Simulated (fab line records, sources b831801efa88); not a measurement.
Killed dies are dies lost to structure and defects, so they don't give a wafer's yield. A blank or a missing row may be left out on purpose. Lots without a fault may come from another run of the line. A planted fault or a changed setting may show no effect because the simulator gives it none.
Which tool did it? | flow sky130 | 14 lots, 42 wafers sampled, at 4 steps of a route of 708

WHAT THE GAUGES READ, wafer by wafer
SKY_VIA3_CD_MEAS_12: target cd 200 nm.
lot  | measured     | on        | cd_nm (nm)
L751 | day 39 12:33 | cd_sem-02 | 201.9 202.7 202.1
L752 | day 39 18:23 | cd_sem-02 | 201.1 201.0 200.9
L765 | day 43 09:13 | cd_sem-01 | 200.1 200.0 200.5
L766 | day 43 15:19 | cd_sem-01 | 200.5 199.7 200.6
L767 | day 45 00:48 | cd_sem-02 | 201.0 201.6 202.4
L769 | day 45 01:54 | cd_sem-02 | 201.5 201.3 201.4
L768 | day 45 02:29 | cd_sem-02 | 200.8 200.1 199.9
L770 | day 45 03:05 | cd_sem-02 | 203.3 202.9 201.7
L771 | day 45 05:34 | cd_sem-02 | 202.3 201.3 201.9
L772 | day 45 11:20 | cd_sem-02 | 199.8 199.6 201.8
L773 | day 45 14:08 | cd_sem-02 | 199.4 200.2 200.7
L774 | day 45 20:04 | cd_sem-02 | 201.1 201.3 201.6

WHICH TOOL RAN EACH LOT (tool, then ch and the chambers of the sampled wafers, then the start)
lot  | SKY_POLY_GATE_EXPOSE_10           | SKY_CAPM_SPUTTER_02          | SKY_CAPM_METAL_ETCH_13
L751 | krf_scanner-02 ch 0, day 15 21:39 | pvd_sputter-02, day 36 04:52 | rie_metal-02 ch 0,1, day 37 07:20
L752 | krf_scanner-02 ch 0, day 16 02:49 | pvd_sputter-02, day 36 11:58 | rie_metal-02 ch 0,1, day 37 14:23
L755 | krf_scanner-02, day 17 07:19      | -                            | -
L756 | krf_scanner-01, day 18 03:07      | -                            | -
L765 | krf_scanner-01 ch 0, day 20 16:58 | pvd_sputter-04, day 40 08:01 | rie_metal-03 ch 0,1, day 41 08:36
L766 | krf_scanner-01 ch 0, day 21 02:52 | pvd_sputter-02, day 40 15:43 | rie_metal-02 ch 1, day 41 15:39
L767 | krf_scanner-02 ch 0, day 22 23:08 | pvd_sputter-02, day 42 02:02 | rie_metal-04 ch 0,1, day 43 01:20
L769 | krf_scanner-01 ch 0, day 22 23:59 | pvd_sputter-02, day 42 03:58 | rie_metal-02 ch 0,1, day 43 02:26
L768 | krf_scanner-02 ch 0, day 23 00:10 | pvd_sputter-02, day 42 05:31 | rie_metal-04 ch 0,1, day 43 04:09
L770 | krf_scanner-01 ch 0, day 23 00:26 | pvd_sputter-03, day 42 05:31 | rie_metal-02 ch 0,1, day 43 04:29
L771 | krf_scanner-02 ch 0, day 23 00:44 | pvd_sputter-02, day 42 08:45 | rie_metal-04 ch 1, day 43 07:26
L772 | krf_scanner-02 ch 0, day 23 09:31 | pvd_sputter-02, day 42 12:56 | rie_metal-03 ch 0,1, day 43 11:44
L773 | krf_scanner-01 ch 0, day 23 16:26 | pvd_sputter-02, day 42 17:40 | rie_metal-03 ch 0,1, day 43 15:58
L774 | krf_scanner-02 ch 0, day 23 23:28 | pvd_sputter-04, day 42 23:20 | rie_metal-02 ch 0,1, day 43 22:15
- SKY_POLY_GATE_EXPOSE_10: exposes mask P1M, target cd 150 nm.
- SKY_CAPM_SPUTTER_02: material TiN, target thk 200 nm, time 166.7 s.
- SKY_CAPM_METAL_ETCH_13: etches TiN in Cl2/BCl3, stops on SiO2, target depth 220 nm, time 62.9 s.

WHAT THE TOOLS THEMSELVES READ (means of the sampled wafers that have a number; where no wafer has one, the mark that the record gives instead)
SKY_POLY_GATE_EXPOSE_10.
lot  | tool           | exposure_dose_mJ_cm2 | focus_offset_nm (nm)
L751 | krf_scanner-02 | 27.970               | 0.1
L752 | krf_scanner-02 | 27.976               | -0.1
L755 | krf_scanner-02 | -                    | -
L756 | krf_scanner-01 | -                    | -
L765 | krf_scanner-01 | 28.002               | -0.5
L766 | krf_scanner-01 | 28.000               | -0.8
L767 | krf_scanner-02 | 27.945               | 0.1
L769 | krf_scanner-01 | 28.010               | 0.1
L768 | krf_scanner-02 | 28.003               | 0.3
L770 | krf_scanner-01 | 27.947               | 0.0
L771 | krf_scanner-02 | 27.975               | 0.1
L772 | krf_scanner-02 | 27.946               | -0.8
L773 | krf_scanner-01 | 27.997               | -0.1
L774 | krf_scanner-02 | 27.993               | 0.4

SKY_CAPM_SPUTTER_02.
lot  | tool           | throttle_valve_pct (%)
L751 | pvd_sputter-02 | 30.6
L752 | pvd_sputter-02 | 29.0
L765 | pvd_sputter-04 | 29.6
L766 | pvd_sputter-02 | 29.0
L767 | pvd_sputter-02 | 28.9
L769 | pvd_sputter-02 | 29.0
L768 | pvd_sputter-02 | 29.6
L770 | pvd_sputter-03 | 28.5
L771 | pvd_sputter-02 | 28.1
L772 | pvd_sputter-02 | 29.9
L773 | pvd_sputter-02 | 29.2
L774 | pvd_sputter-04 | 29.0

SKY_CAPM_METAL_ETCH_13.
lot  | tool         | drypump_motor_current_A (A) | oes_product_au (a.u.) | throttle_valve_pct (%)
L751 | rie_metal-02 | 6.09                        | 0.944                 | 21.905
L752 | rie_metal-02 | 6.18                        | 0.945                 | 21.895
L765 | rie_metal-03 | 5.93                        | 0.931                 | 21.900
L766 | rie_metal-02 | 6.00                        | 0.952                 | 21.888
L767 | rie_metal-04 | 5.95                        | 0.955                 | 21.900
L769 | rie_metal-02 | 6.19                        | 0.949                 | 21.895
L768 | rie_metal-04 | 5.92                        | 0.951                 | 21.890
L770 | rie_metal-02 | 6.10                        | 0.940                 | 21.899
L771 | rie_metal-04 | 5.94                        | 0.947                 | 21.896
L772 | rie_metal-03 | 5.87                        | 0.945                 | 21.903
L773 | rie_metal-03 | 5.88                        | 0.942                 | 21.903
L774 | rie_metal-02 | 6.19                        | 0.942                 | 21.908

THE ANSWER, worked out from the rows above alone
Rule: what is usual is taken from the lots themselves. Put in order of their means at a reading, lots are off if they are a third of the lots or fewer, leave a main group of 4 or more, and stand apart from it by a gap of 3 or more times the standard deviation of the main group's means; of several such gaps the widest counts. A main group whose means are all the same, to the digits that the tables above print for the reading, isn't used. A lot without any number at a reading at which 4 lots or more have one is off too. The other lots that the step has rows for count as sound. The gauges are gone through in route order, then the tools' own readings, and for those a lot's mean is taken as printed above. The first step at which some lot is off is used, and at that step the reading that is off furthest; a lot without a number counts as furthest.
Off: L755, L756, at SKY_POLY_GATE_EXPOSE_10 (exposure_dose_mJ_cm2). Without a number there: L755, L756. The main group: mean 27.980, standard deviation 0.023.
A tool fits if, at that step or a process step before it, it ran every lot that is off, and no sound lot after the first of them. None of those tried fits.

WHAT THE SIMULATOR HAD PUT IN
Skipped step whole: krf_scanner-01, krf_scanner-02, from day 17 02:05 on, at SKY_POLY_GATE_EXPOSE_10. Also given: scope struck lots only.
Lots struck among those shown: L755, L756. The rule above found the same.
